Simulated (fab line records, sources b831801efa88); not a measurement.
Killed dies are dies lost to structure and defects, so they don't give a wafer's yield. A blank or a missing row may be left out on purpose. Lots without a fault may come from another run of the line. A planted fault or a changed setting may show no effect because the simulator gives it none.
Split-lot experiment | flow gf180mcu | 5 lots, 23 wafers read, on a route of 602 steps

THE SPLIT
At GF_MVPSD_IMPLANT_08, the setting dose_cm2 was moved away from the recipe's 1.5e+13 on 10 of the 23 wafers read, by -7.0% to +3.1%. The other wafers ran this setting at the recipe's value.

FROM THE SPLIT TO THE READING: what the file shows between them, 10 steps
- GF_MVPSD_IMPLANT_09
- GF_MVPSD_STRIP_10: strips in O2/N2
- GF_MVPSD_TW_MEAS_11
- GF_VT_IMPLANT_STRIP_20: strips in O2/N2 (also split here: power_w)
- GF_VT_IMPLANT_IMPLANT_30 (also split here: energy_kev)
- GF_VT_IMPLANT_IMPLANT_41 (also split here: dose_cm2)
- GF_VT_IMPLANT_STRIP_42: strips in O2/N2
- GF_VT_IMPLANT_TW_MEAS_43
- GF_VT_IMPLANT_CLEAN_44: cleans in SC1/SC2, time 150 s
- GF_VT_IMPLANT_RTA_45: time 30 s

THE READING
MVPSD_RS, in ohm/sq, at GF_VT_IMPLANT_RS_MEAS_49 (measures by four-point-probe). Fault-free wafers of this fab line usually give 1168 ohm/sq, standard deviation 3.1 ohm/sq.

wafer  | tool, chamber at the split | dose_cm2 as run | against the recipe | MVPSD_RS, ohm/sq | against lot-mates on the recipe
L075.1 | implanter-01, 0            | 1.5e+13         | recipe             | 1167             | -
L075.2 | implanter-01, 0            | 1.547e+13       | +3.1%              | 1151             | -17
L075.3 | implanter-01, 0            | 1.547e+13       | +3.1%              | 1151             | -17
L075.5 | implanter-01, 0            | 1.5e+13         | recipe             | 1169             | -
L075.6 | implanter-01, 0            | 1.547e+13       | +3.1%              | 1150             | -18
L077.1 | implanter-01, 0            | 1.5e+13         | recipe             | 1163             | -
L077.2 | implanter-01, 0            | 1.5e+13         | recipe             | 1162             | -
L077.4 | implanter-01, 0            | 1.395e+13       | -7.0%              | 1211             | +48
L077.5 | implanter-01, 0            | 1.395e+13       | -7.0%              | 1207             | +44
L077.6 | implanter-01, 0            | 1.5e+13         | recipe             | 1163             | -
L076.1 | implanter-03, 0            | 1.452e+13       | -3.2%              | 1188             | +24
L076.2 | implanter-03, 0            | 1.452e+13       | -3.2%              | 1186             | +22
L076.3 | implanter-03, 0            | 1.5e+13         | recipe             | 1163             | -
L076.4 | implanter-03, 0            | 1.5e+13         | recipe             | 1166             | -
L076.5 | implanter-03, 0            | 1.452e+13       | -3.2%              | 1183             | +18
L082.1 | implanter-01, 0            | 1.5e+13         | recipe             | 1167             | -
L082.2 | implanter-01, 0            | 1.5e+13         | recipe             | 1166             | -
L082.5 | implanter-01, 0            | 1.5e+13         | recipe             | 1172             | -
L084.1 | implanter-01, 0            | 1.5e+13         | recipe             | 1164             | -
L084.2 | implanter-01, 0            | 1.5e+13         | recipe             | 1164             | -
L084.3 | implanter-01, 0            | 1.456e+13       | -2.9%              | 1182             | +18
L084.5 | implanter-01, 0            | 1.5e+13         | recipe             | 1163             | -
L084.6 | implanter-01, 0            | 1.456e+13       | -2.9%              | 1182             | +18

THE FIT
A straight line over all 23 wafers: MVPSD_RS changes by -5.84 ohm/sq for each +1% of dose_cm2; r = -0.98; the points scatter about the line by 2.8 ohm/sq.
The same after taking each lot's own level away (the mean of its wafers on the recipe; 23 wafers): -6.33 ohm/sq for each +1%; r = -0.99; scatter 1.8 ohm/sq.
On that fit, the largest move of dose_cm2 shifts the reading by 44 ohm/sq.
The lots' own levels span 1162.7 to 1168.3 ohm/sq, that is 1.8 times the standard deviation above.
So the lot-to-lot level changes the slope little: the two slopes agree.
Check: with one of the wafers moved furthest among these (-7.0%) left out of the fit, the line predicts +43.6 ohm/sq for it against its lot-mates. It came out at +48.3 ohm/sq against them.

OTHER SPLITS ON THESE WAFERS
These wafers also went through other splits before the reading. Each is held against what the fit with the lots' levels taken away leaves over:
other split on the same wafers      | wafers away from the commonest value | r with MVPSD_RS (lot level and that fit taken away)
GF_DNWELL_STRIP_08 platen_temp_c    | 11                                   | +0.05
GF_NWELL_IMPLANT_08 energy_kev      | 5                                    | -0.15
GF_VT_IMPLANT_STRIP_20 power_w      | 10                                   | +0.06
GF_VT_IMPLANT_IMPLANT_30 energy_kev | 11                                   | -0.26
GF_VT_IMPLANT_IMPLANT_41 dose_cm2   | 5                                    | +0.22

THE WHOLE CHAIN: every reading that the file lists as answering this split, in the file's order
step                     | what it does                 | reading  | change (the file's fit)           | r (the file's)
GF_MVPSD_TW_MEAS_11      |                              | MVPSD_TW | +1.31 for each +1% of the setting | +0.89
GF_VT_IMPLANT_RS_MEAS_49 | measures by four-point-probe | MVPSD_RS | -6.47 for each +1% of the setting | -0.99

THE FILE'S OWN FIT
MVPSD_RS changes by -6.47 ohm/sq for each +1% of dose_cm2, r = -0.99.
